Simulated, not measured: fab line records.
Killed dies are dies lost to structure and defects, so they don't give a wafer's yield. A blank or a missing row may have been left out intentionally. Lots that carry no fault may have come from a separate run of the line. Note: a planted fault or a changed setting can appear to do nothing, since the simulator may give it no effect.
Which of the tools did it? ; flow sky130 ; 18 wafers from 6 lots sampled at 2 of the route's 708 steps

WHAT EACH GAUGE READ, for each wafer
SKY_CAP2M_OVL_MEAS_12.
lot;measured;on;CAP2M_OVL (nm)
L123;day 40 19:05;overlay-01;-0.5 -0.7 -1.5
L127;day 42 03:25;overlay-01;0.9 3.0 1.0
L130;day 43 06:42;overlay-01;1.8 1.4 1.7
L133;day 43 21:31;overlay-01;1.5 1.0 0.2
L136;day 44 17:47;overlay-02;0.4 -1.4 -1.1
L141;day 46 06:59;overlay-02;3.2 2.1 2.7

TOOL THAT RAN EACH LOT (tool first, then ch and the chambers of the sampled wafers, then the start)
lot;SKY_LDD_HVN_STRIP_09
L123;plasmaAsher-01 ch 0,1, day 20 08:52
L127;plasmaAsher-04 ch 0,1, day 22 04:10
L130;plasmaAsher-01 ch 0,1, day 23 13:04
L133;plasmaAsher-03 ch 0,1, day 24 10:58
L136;plasmaAsher-03 ch 0, day 25 14:50
L141;plasmaAsher-03 ch 0,1, day 27 12:25
- SKY_LDD_HVN_STRIP_09: strips in O2/N2.

THE ANSWER, worked out from the rows above alone
Rule: the usual values come from the lots themselves. The widest of any qualifying gaps counts: lots, ordered by their means at a reading, are off when they make up no more than a third of the lots, leave a main group of 4 or more, and stand apart from it by 3 or more times the standard deviation of that group's means. The tables above print the reading to a certain number of digits; a main group whose means all agree to those digits is not used. A lot without any number at a reading at which 4 lots or more have one is off too. All remaining lots with rows at the step are treated as sound.
Nothing can be told from this: no lot is off at any reading shown.

WHAT WAS PUT IN BY THE SIMULATOR
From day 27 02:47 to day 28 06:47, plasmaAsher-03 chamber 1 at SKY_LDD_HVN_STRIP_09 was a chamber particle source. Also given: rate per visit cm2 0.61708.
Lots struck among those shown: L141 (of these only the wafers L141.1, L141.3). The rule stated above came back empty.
